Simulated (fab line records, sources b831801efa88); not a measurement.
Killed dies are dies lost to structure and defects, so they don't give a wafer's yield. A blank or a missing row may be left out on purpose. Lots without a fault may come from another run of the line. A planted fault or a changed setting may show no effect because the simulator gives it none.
Chamber matching | flow gf180mcu | GF_CONTACT_CVD_02 on pecvd-03: 3 sister chambers
The step deposits SiO2 from TEOS, target thk 860 nm, time 95.992 s. 3 wafers are shown with their chamber, then 7 later ones without.

WAFERS WITH THEIR CHAMBER
wafer  | chamber | heater_power_w (W)
L210.5 | 2       | 479
L215.5 | 1       | 668
L216.4 | 0       | 782

WAFERS WITHOUT THEIR CHAMBER
wafer  | heater_power_w (W)
L216.6 | 679
L225.2 | 503
L225.3 | 798
L225.5 | 395
L228.1 | 428
L228.4 | 495
L228.5 | 773

WHICH CHAMBER EACH WENT THROUGH
wafer  | from the rows above | in truth
L216.6 | 1                   | 1
L225.2 | 2                   | 2
L225.3 | 0                   | 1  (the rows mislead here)
L225.5 | 2                   | 2
L228.1 | 2                   | 2
L228.4 | 2                   | 2
L228.5 | 0                   | 0
Placed correctly: 6 of 7. Can't be placed from these rows: 0. Placed wrongly: 1.
How it was worked out, from the rows above alone: a wafer's distance from a chamber is the root of the sum, over the readings, of the square of ((its reading less the chamber's mean) divided by the reading's scatter). The wafer belongs to the nearest chamber; if the next one is less than 2 further off, it can't be placed. A chamber's mean is the mean of its shown wafers. The scatter: with one shown wafer a chamber, the root of the mean of the squares of how far each hidden wafer lies from its nearest shown one.
